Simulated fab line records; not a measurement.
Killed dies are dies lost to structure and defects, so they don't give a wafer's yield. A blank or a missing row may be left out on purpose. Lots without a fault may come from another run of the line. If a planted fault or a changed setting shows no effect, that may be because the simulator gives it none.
fab line records	flow gf180mcu
record lots=12	wafers=36	last-day=34
route steps=602 shown HV_LDD@213 PSD@257 SAB@273
lots untouched by any fault: they come from a run of this same line in which no faults occurred
start-h: the number of hours between the record's first day and the start of the first shown wafer of the lot	wait-h: hours elapsed since this lot's preceding step	" identical to the entry in the row above	L1.1+2: one row covering several wafers at once	- no value, or no start was given	* or withheld: withheld	< > ~ a bound
route shown NAME@n: a module of which the file shows steps, and the number in the route of the first	usual: mean/standard deviation of fault-free wafers	same: alike in all rows	chamber/n: place in a boat	sites: the reading at each site	_std_site: standard deviation across them	_edge_site: inner sites' mean taken away from outer sites' mean	radius-mm: how far each site lies from the wafer's centre	mask NAME#n: copy n	behind: tool/chamber where the wafer was last shaped	hold: what put the lot on hold/how long, in hours/how the hold closed	device: names the non-switching transistor (n, p or np)	end of line: tests of these same wafers at the route's end	step lacking rows: just its recipe	killed: the dies lost at the first sort to structure and to defects; this is not the yield of the wafer	map: shows each die of a wafer: x if killed, . if not, _ if none is there
set.NAME: the setting as run; set.NAME@STEP: as run at that earlier step	model.NAME: the simulator's own value behind a step, which no gauge read
one table for each step of the route and one row for each wafer, over a sample of lots
services: a tool's chamber out of use, with start hour (start-h, from the record's first day; less than 0 if before it), hours out, and reason
## steps
# step GF_HV_LDD_STRIP_37
# recipe chemistry=O2/N2	power-w=1400	pressure-mtorr=1500	platen-temp-c=250	o2-flow-sccm=3000	n2-flow-sccm=300	overash-fraction=0.5
# usual drypump-motor-current-A=5.4/0.32	heater-power-w=352/46	oes-product-au=0.716/0.0048	strip-time-to-endpoint-s=12.63/0.041
lot.wafer	tool	chamber	start-h	wait-h	drypump-motor-current-A	heater-power-w	oes-product-au	rf-hours-counter-h	strip-time-to-endpoint-s
L206.3	plasma-asher-03	1	256.39	0.1	5.1	337	0.719	-	12.63
L206.4	"	0	"	"	5.4	343	0.727	-	12.61
L206.5	"	0	"	"	5.4	342	0.710	-	12.63
L207.1	plasma-asher-04	0	262.15	0.1	5.0	295	0.711	64	12.62
L207.3	"	0	"	"	5.0	298	0.720	-	12.59
L207.6	"	0	"	"	5.0	304	0.715	-	12.56
L209.2	plasma-asher-04	0	281.90	0.1	5.0	296	0.709	66	12.71
L209.3	"	0	"	"	5.0	296	0.715	-	12.69
L209.5	"	1	"	"	5.2	430	0.714	-	12.72
L212.3	plasma-asher-03	0	305.33	0.1	5.4	355	0.718	-	12.68
L212.4	"	1	"	"	5.1	334	0.722	-	12.71
L212.5	"	1	"	"	5.1	324	0.718	-	12.69
L213.2	plasma-asher-04	1	312.30	0.1	5.2	434	0.719	70	12.61
L213.3	"	1	"	"	5.2	437	0.722	-	12.65
L213.5	"	0	"	"	5.1	302	0.719	-	12.66
L214.2	plasma-asher-04	0	317.50	0.1	5.1	295	0.714	70	12.58
L214.3	"	0	"	"	5.1	308	0.717	-	12.63
L214.6	"	1	"	"	5.2	422	0.730	-	12.59
L218.3	plasma-asher-03	0	343.51	0.1	5.4	357	0.719	-	12.55
L218.4	"	1	"	"	5.1	328	0.714	-	12.54
L218.6	"	1	"	"	5.1	336	0.713	-	12.57
L223.1	plasma-asher-04	1	385.90	0.1	5.2	428	0.720	78	12.64
L223.3	"	1	"	"	5.2	437	0.719	-	12.56
L223.6	"	1	"	"	5.2	432	0.721	-	12.61
L225.2	plasma-asher-04	1	401.83	0.1	5.2	427	0.710	79	12.63
L225.3	"	1	"	"	5.2	429	0.711	-	12.63
L225.4	"	0	"	"	5.0	290	0.716	-	12.59
L227.1	plasma-asher-03	1	416.20	0.1	5.1	330	0.723	30	12.66
L227.3	"	1	"	"	5.1	340	0.713	-	12.66
L227.5	"	0	"	"	5.4	348	0.720	-	12.62
L228.1	plasma-asher-02	1	429.40	0.1	5.7	331	0.714	66	12.66
L228.2	"	0	"	"	6.0	370	0.723	66	12.65
L228.6	"	1	"	"	5.7	325	0.709	-	12.63
L229.3	plasma-asher-02	1	431.20	0.1	5.7	330	0.705	-	12.63
L229.4	"	0	"	"	5.9	358	0.713	-	12.64
L229.5	"	1	"	"	5.7	327	0.722	-	12.61
# step GF_HV_LDD_THK_MEAS_55
# recipe reads=SiO2_of_HV_LDD_CVD_54
# usual HV_LDD_CVD_54_THK=9.98/0.11
lot.wafer	tool	chamber	start-h	wait-h	HV_LDD_CVD_54_THK[nm]
L206.3	film-metro-03	-	277.75	0.0	10.08
L206.4	"	-	"	"	9.93
L206.5	"	-	"	"	10.02
L207.1	film-metro-04	-	283.21	0.0	10.03
L207.3	"	-	"	"	9.80
L207.6	"	-	"	"	9.89
L209.2	film-metro-04	-	303.32	0.0	10.09
L209.3	"	-	"	"	9.91
L209.5	"	-	"	"	9.94
L212.3	film-metro-03	-	329.01	0.0	9.92
L212.4	"	-	"	"	9.85
L212.5	"	-	"	"	9.88
L213.2	film-metro-04	-	335.10	0.0	9.90
L213.3	"	-	"	"	10.00
L213.5	"	-	"	"	9.99
L214.2	film-metro-01	-	340.78	0.0	10.02
L214.3	"	-	"	"	10.06
L214.6	"	-	"	"	10.20
L218.3	film-metro-04	-	366.85	0.0	9.94
L218.4	"	-	"	"	9.90
L218.6	"	-	"	"	9.96
L223.1	film-metro-01	-	410.54	0.0	10.33
L223.3	"	-	"	"	10.15
L223.6	"	-	"	"	10.30
L225.2	film-metro-04	-	427.72	0.0	10.15
L225.3	"	-	"	"	10.09
L225.4	"	-	"	"	10.02
L227.1	film-metro-04	-	442.11	0.0	9.84
L227.3	"	-	"	"	10.04
L227.5	"	-	"	"	9.88
L228.1	film-metro-03	-	455.91	0.0	10.10
L228.2	"	-	"	"	10.04
L228.6	"	-	"	"	9.93
L229.3	film-metro-01	-	457.68	0.0	9.92
L229.4	"	-	"	"	9.85
L229.5	"	-	"	"	10.00
# step GF_PSD_IMPLANT_09
# recipe species=BF2	energy-kev=40	dose-cm2=1.5e+15	tilt-deg=7
# usual beam-energy-keV=40.000/0.013
lot.wafer	tool	chamber	start-h	wait-h	beam-energy-keV
L206.3	implanter-02	0	320.09	0.1	39.991
L206.4	"	0	"	"	40.010
L206.5	"	0	"	"	39.993
L207.1	implanter-01	0	326.08	0.0	40.015
L207.3	"	0	"	"	40.003
L207.6	"	0	"	"	39.991
L209.2	implanter-04	0	347.70	0.0	40.011
L209.3	"	0	"	"	40.017
L209.5	"	0	"	"	40.009
L212.3	implanter-02	0	374.53	0.1	40.003
L212.4	"	0	"	"	39.997
L212.5	"	0	"	"	39.998
L213.2	implanter-02	0	381.50	0.0	36.050
L213.3	"	0	"	"	36.046
L213.5	"	0	"	"	36.053
L214.2	implanter-02	0	387.35	0.0	36.053
L214.3	"	0	"	"	36.036
L214.6	"	0	"	"	36.019
L218.3	implanter-04	0	414.40	0.1	40.029
L218.4	"	0	"	"	39.995
L218.6	"	0	"	"	40.013
L223.1	implanter-04	0	460.73	0.0	40.033
L223.3	"	0	"	"	40.014
L223.6	"	0	"	"	40.008
L225.2	implanter-04	0	479.60	0.0	40.001
L225.3	"	0	"	"	40.000
L225.4	"	0	"	"	40.002
L227.1	implanter-04	0	492.59	0.0	40.006
L227.3	"	0	"	"	40.008
L227.5	"	0	"	"	40.011
L228.1	implanter-01	0	506.53	0.0	39.995
L228.2	"	0	"	"	39.984
L228.6	"	0	"	"	39.983
L229.3	implanter-01	0	507.18	0.1	40.008
L229.4	"	0	"	"	39.996
L229.5	"	0	"	"	39.990
# step GF_PSD_STRIP_10
# recipe chemistry=O2/N2	power-w=1400	pressure-mtorr=1500	platen-temp-c=250	o2-flow-sccm=3000	n2-flow-sccm=300	overash-fraction=0.5
# usual drypump-motor-current-A=5.9/0.49	heater-power-w=352/35	oes-product-au=0.592/0.0043	strip-time-to-endpoint-s=16.53/0.036
lot.wafer	tool	chamber	start-h	wait-h	drypump-motor-current-A	heater-power-w	oes-product-au	rf-hours-counter-h	strip-time-to-endpoint-s
L206.3	plasma-asher-02	1	320.22	0.1	5.7	330	0.598	-	16.53
L206.4	"	0	"	"	5.9	368	0.595	-	16.52
L206.5	"	1	"	"	5.7	329	0.591	-	16.53
L207.1	plasma-asher-03	1	326.23	0.1	5.1	331	0.597	21	16.51
L207.3	"	0	"	"	5.4	346	0.588	-	16.54
L207.6	"	0	"	"	5.4	345	0.593	-	16.50
L209.2	plasma-asher-01	1	347.83	0.1	6.0	315	0.596	69	16.55
L209.3	"	1	"	"	6.0	315	0.587	-	16.60
L209.5	"	0	"	"	6.7	423	0.590	-	16.57
L212.3	plasma-asher-01	0	374.66	0.1	6.7	420	0.604	-	16.53
L212.4	"	1	"	"	6.0	318	0.592	-	16.52
L212.5	"	1	"	"	6.0	321	0.593	-	16.51
L213.2	plasma-asher-03	0	381.63	0.1	5.4	356	0.604	27	16.18
L213.3	"	1	"	"	5.1	334	0.603	-	16.20
L213.5	"	0	"	"	5.4	339	0.598	-	16.18
L214.2	plasma-asher-01	0	387.48	0.1	6.6	416	0.609	73	16.08
L214.3	"	0	"	"	6.7	414	0.601	-	16.11
L214.6	"	0	"	"	6.6	420	0.592	-	16.06
L218.3	plasma-asher-02	1	414.53	0.1	5.7	333	0.596	-	16.49
L218.4	"	0	"	"	5.9	364	0.587	-	16.49
L218.6	"	1	"	"	5.7	329	0.596	-	16.53
L223.1	plasma-asher-02	1	460.88	0.1	5.7	336	0.599	70	16.51
L223.3	"	1	"	"	5.7	325	0.595	-	16.49
L223.6	"	1	"	"	5.7	325	0.594	-	16.54
L225.2	plasma-asher-01	0	479.73	0.1	6.7	405	0.594	83	16.53
L225.3	"	0	"	"	6.6	397	0.591	-	16.52
L225.4	"	1	"	"	6.0	316	0.595	-	16.54
L227.1	plasma-asher-02	1	492.74	0.1	5.7	325	0.596	73	16.55
L227.3	"	0	"	"	5.9	365	0.590	-	16.55
L227.5	"	1	"	"	5.7	327	0.596	-	16.52
L228.1	plasma-asher-03	1	506.68	0.1	5.1	324	0.584	39	16.52
L228.2	"	0	"	"	5.4	348	0.596	39	16.49
L228.6	"	0	"	"	5.4	349	0.600	-	16.47
L229.3	plasma-asher-01	1	507.32	0.1	6.0	319	0.590	-	16.57
L229.4	"	0	"	"	6.7	410	0.592	-	16.55
L229.5	"	1	"	"	6.0	324	0.597	-	16.62
# step GF_PSD_RS_MEAS_15
# recipe thk-meas-gauge=four-point-probe
# usual PSD_RS=108.51/0.28
lot.wafer	tool	chamber	start-h	wait-h	PSD_RS[ohm/sq]
L206.3	film-metro-03	-	320.65	0.1	108.64
L206.4	"	-	"	"	108.68
L206.5	"	-	"	"	108.93
L207.1	film-metro-04	-	326.65	0.1	108.00
L207.3	"	-	"	"	108.06
L207.6	"	-	"	"	107.99
L209.2	film-metro-03	-	348.26	0.1	108.97
L209.3	"	-	"	"	108.61
L209.5	"	-	"	"	108.65
L212.3	film-metro-04	-	375.08	0.1	108.18
L212.4	"	-	"	"	108.46
L212.5	"	-	"	"	108.39
L213.2	film-metro-02	-	382.14	0.1	113.96
L213.3	"	-	"	"	113.58
L213.5	"	-	"	"	114.17
L214.2	film-metro-03	-	387.99	0.1	113.87
L214.3	"	-	"	"	114.03
L214.6	"	-	"	"	113.97
L218.3	film-metro-02	-	414.95	0.1	108.36
L218.4	"	-	"	"	108.10
L218.6	"	-	"	"	107.94
L223.1	film-metro-03	-	461.30	0.1	108.56
L223.3	"	-	"	"	108.75
L223.6	"	-	"	"	108.49
L225.2	film-metro-04	-	480.16	0.1	108.05
L225.3	"	-	"	"	108.42
L225.4	"	-	"	"	107.88
L227.1	film-metro-04	-	493.16	0.1	108.57
L227.3	"	-	"	"	108.75
L227.5	"	-	"	"	108.85
L228.1	film-metro-03	-	507.10	0.1	108.62
L228.2	"	-	"	"	109.10
L228.6	"	-	"	"	108.67
L229.3	film-metro-03	-	507.78	0.1	108.44
L229.4	"	-	"	"	108.66
L229.5	"	-	"	"	108.72
# step GF_SAB_CD_MEAS_09
# recipe target-cd-nm=420
# usual cd-nm=420.3/2
lot.wafer	tool	chamber	start-h	wait-h	cd-nm
L206.3	cd-sem-01	-	341.84	0.1	417.4
L206.4	"	-	"	"	417.8
L206.5	"	-	"	"	416.9
L207.1	cd-sem-01	-	348.00	0.1	420.7
L207.3	"	-	"	"	419.2
L207.6	"	-	"	"	418.7
L209.2	cd-sem-01	-	369.80	0.1	421.6
L209.3	"	-	"	"	420.9
L209.5	"	-	"	"	420.8
L212.3	cd-sem-01	-	398.52	0.1	418.5
L212.4	"	-	"	"	417.3
L212.5	"	-	"	"	416.8
L213.2	cd-sem-02	-	404.68	0.1	418.6
L213.3	"	-	"	"	416.9
L213.5	"	-	"	"	419.4
L214.2	cd-sem-02	-	410.09	0.1	420.7
L214.3	"	-	"	"	421.2
L214.6	"	-	"	"	420.6
L218.3	cd-sem-02	-	438.86	0.1	417.5
L218.4	"	-	"	"	418.5
L218.6	"	-	"	"	417.4
L223.1	cd-sem-01	-	485.33	0.1	422.5
L223.3	"	-	"	"	421.9
L223.6	"	-	"	"	421.9
L225.2	cd-sem-02	-	503.99	0.1	421.9
L225.3	"	-	"	"	422.6
L225.4	"	-	"	"	422.8
L227.1	cd-sem-01	-	516.39	0.1	420.9
L227.3	"	-	"	"	423.7
L227.5	"	-	"	"	422.1
L228.1	cd-sem-01	-	530.87	0.1	418.5
L228.2	"	-	"	"	419.6
L228.6	"	-	"	"	419.7
L229.3	cd-sem-01	-	531.42	0.1	418.7
L229.4	"	-	"	"	419.3
L229.5	"	-	"	"	422.6
## services
tool	chamber	start-h	hours	kind
implanter-04	-	252.15	2.7	pm
plasma-asher-03	-	259.88	1.4	repair
plasma-asher-01	-	282.93	7.6	repair
implanter-04	-	294.22	3.1	repair
plasma-asher-02	-	304.14	4.3	repair
plasma-asher-02	-	331.02	4.3	repair
implanter-01	-	340.44	15.1	repair
plasma-asher-04	-	347.79	2.5	repair
implanter-04	-	363.02	1.8	repair
implanter-04	-	387.57	2.4	repair
implanter-01	-	398.52	3.3	repair
plasma-asher-04	-	421.25	9.0	pm
plasma-asher-04	0	421.25	9.0	vent-cycle
plasma-asher-04	1	421.25	9.0	vent-cycle
plasma-asher-04	0	430.25	-	clean
plasma-asher-04	1	430.25	-	clean
implanter-01	-	446.15	26.9	repair
implanter-04	-	449.58	3.3	pm
implanter-02	-	452.84	90.7	pm
implanter-01	-	468.53	3.2	repair
plasma-asher-02	-	472.44	1.8	repair
plasma-asher-04	-	491.10	2.8	pm
plasma-asher-04	-	494.74	0.9	repair
## key
first-sign step=GF_PSD_IMPLANT_09	reading=beam-energy-keV	direction=down	sigmas=99+	usual=40.000	struck=36.043
effect step=GF_PSD_STRIP_10	reading=strip-time-to-endpoint-s	direction=down	sigmas=11	usual=*	struck=*
effect step=GF_PSD_RS_MEAS_15	reading=PSD_RS	direction=up	sigmas=19	usual=108.51	struck=113.93
met-at GF_PSD_IMPLANT_09
struck-lots L213,L214
tester-left-out L213,L214
not-acting-at GF_HV_LDD_STRIP_37,GF_HV_LDD_THK_MEAS_55,GF_SAB_CD_MEAS_09
onset-between 374.53 381.50
fault kind=process-parameter-drift	tool=implanter-02	chamber=-	onset-h=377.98	steps=GF_PSD_IMPLANT_09	channel=energy-kev	offset=-3.9596	shape=step	end-h=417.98	acts-in=these-recipes-only	stated=40
# tester-left-out: of these lots the tester's yield and bins aren't shown, on N5 and GAA mostly nor the transistor test; their killed dies are dies lost to structure and defects alone, not to doping, threshold or leakage, so they don't give the yield
